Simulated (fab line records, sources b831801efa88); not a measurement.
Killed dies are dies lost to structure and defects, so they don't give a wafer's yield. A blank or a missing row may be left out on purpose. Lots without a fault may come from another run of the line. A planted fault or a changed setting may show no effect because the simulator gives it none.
Which tool did it? | flow sky130 | 10 lots, 30 wafers sampled, at 3 steps of a route of 708

WHAT THE GAUGES READ, wafer by wafer
SKY_POLY_GATE_THK_MEAS_01.
lot  | measured     | on            | POLY_GATE_CVD_00_THK (nm)
L291 | day 14 07:42 | film_metro-02 | 181.9 183.6 181.7
L293 | day 15 00:45 | film_metro-04 | 179.7 180.7 180.3
L296 | day 16 01:37 | film_metro-03 | 179.1 178.7 178.5
L298 | day 16 20:14 | film_metro-03 | 144.2 144.7 145.0 144.1 144.9 145.0
L299 | day 17 03:33 | film_metro-03 | 149.5 150.6 150.0 149.6 150.5 149.9
L308 | day 20 11:47 | film_metro-04 | 185.2 183.6 184.0
L309 | day 20 18:27 | film_metro-03 | 182.6 182.0 182.7
L310 | day 21 02:52 | film_metro-03 | 183.5 183.3 182.9
L312 | day 21 13:29 | film_metro-03 | 181.0 179.7 180.6
L313 | day 21 19:09 | film_metro-02 | 182.6 182.0 180.0

WHICH TOOL RAN EACH LOT (tool, then ch and the chambers of the sampled wafers, then the start)
lot  | SKY_FIELD_ISO_ETCH_14             | SKY_POLY_GATE_CVD_00
L291 | rie_diel-02 ch 1,3, day 2 09:28   | lpcvd-01 ch 1, day 14 06:29
L293 | rie_diel-03 ch 1,2,3, day 2 19:54 | lpcvd-01 ch 0, day 14 23:33
L296 | rie_diel-03 ch 0,2, day 3 12:40   | lpcvd-01 ch 1, day 16 00:25
L298 | rie_diel-04 ch 1,3, day 3 21:31   | lpcvd-01 ch 0, day 16 19:01
L299 | rie_diel-02 ch 0,3, day 4 04:58   | lpcvd-01 ch 0, day 17 02:20
L308 | rie_diel-03 ch 0,3, day 6 02:40   | lpcvd-01 ch 0, day 20 10:34
L309 | rie_diel-03 ch 0,2, day 6 08:52   | lpcvd-01 ch 0, day 20 17:15
L310 | rie_diel-04 ch 0,2,3, day 6 12:51 | lpcvd-01 ch 0, day 21 01:40
L312 | rie_diel-02 ch 1,2,3, day 6 23:00 | lpcvd-01 ch 1, day 21 12:17
L313 | rie_diel-02 ch 1,2,3, day 7 05:15 | lpcvd-01 ch 0, day 21 17:56
- SKY_FIELD_ISO_ETCH_14: etches BARC in N2/H2, stops on SiO2, time 45.9 s, target depth 60 nm.
- SKY_POLY_GATE_CVD_00: deposits poly-Si, target thk 180 nm, time 720 s.

THE ANSWER, worked out from the rows above alone
Rule: what is usual is taken from the lots themselves. Put in order of their means at a reading, lots are off if they are a third of the lots or fewer, leave a main group of 4 or more, and stand apart from it by a gap of 3 or more times the standard deviation of the main group's means; of several such gaps the widest counts. A main group whose means are all the same, to the digits that the tables above print for the reading, isn't used. A lot without any number at a reading at which 4 lots or more have one is off too. The other lots that the step has rows for count as sound.
Off: L298, L299, at SKY_POLY_GATE_THK_MEAS_01 (POLY_GATE_CVD_00_THK). The main group: mean 181.7 nm, standard deviation 1.7.
A tool fits if, at a process step before that reading, it ran every lot that is off, and no sound lot after the first of them. The gauges at SKY_POLY_GATE_THK_MEAS_01 are tried like those tools. None of those tried fits.

WHAT THE SIMULATOR HAD PUT IN
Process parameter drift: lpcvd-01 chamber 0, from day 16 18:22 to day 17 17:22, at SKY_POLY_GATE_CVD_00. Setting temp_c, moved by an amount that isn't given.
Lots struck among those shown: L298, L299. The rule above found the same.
